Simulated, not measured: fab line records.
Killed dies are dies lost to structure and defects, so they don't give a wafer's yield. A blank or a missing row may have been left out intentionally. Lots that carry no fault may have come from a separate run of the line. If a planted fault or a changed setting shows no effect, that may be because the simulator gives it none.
Which tool is to blame? | flow gf180mcu | Sampling: 7 lots, 21 wafers, 2 of 602 route steps

== WHAT THE GAUGES READ, wafer by wafer ==
GF_VT_IMPLANT_OVL_MEAS_07.
lot  | measured     | on         | VT_IMPLANT_OVL (nm)
L935 | day 5 20:33  | overlay-02 | 0.0 0.4 0.3
L937 | day 6 08:41  | overlay-02 | 0.1 -0.2 -1.6
L941 | day 7 14:09  | overlay-01 | 0.2 -0.2 0.0
L954 | day 10 17:17 | overlay-01 | 1.0 -0.4 -1.9
L956 | day 11 04:26 | overlay-02 | 1.1 0.8 0.2

== EACH LOT AND THE TOOL THAT RAN IT (in order: tool; ch and the chambers of the sampled wafers; start) ==
lot  | GF_STI_WET_ETCH_28
L935 | wetBench-04 ch 2, day 2 10:35
L937 | wetBench-01 ch 1, day 2 20:29
L941 | wetBench-01 ch 2, day 3 18:49
L946 | wetBench-03 ch 3, day 4 17:49
L948 | wetBench-03 ch 0, day 5 04:32
L954 | wetBench-04 ch 2, day 6 11:21
L956 | wetBench-01 ch 3, day 6 21:26
- GF_STI_WET_ETCH_28: etches SiO2 in dHF, target depth 20 nm, time 40 s.

== THE ANSWER, worked out from the rows above alone ==
Rule: what is usual is taken from the lots themselves. The widest of any qualifying gaps counts: lots, ordered by their means at a reading, are off when they make up no more than a third of the lots, leave a main group of 4 or more, and stand apart from it by 3 or more times the standard deviation of that group's means. A main group is skipped when, at the precision printed for the reading in the tables above, its means are all equal. A lot without any number at a reading at which 4 lots or more have one is off too. The other lots that the step has rows for count as sound.
Nothing can be told from this: no lot is off at any reading shown.

== WHAT THE SIMULATOR HAD PUT IN ==
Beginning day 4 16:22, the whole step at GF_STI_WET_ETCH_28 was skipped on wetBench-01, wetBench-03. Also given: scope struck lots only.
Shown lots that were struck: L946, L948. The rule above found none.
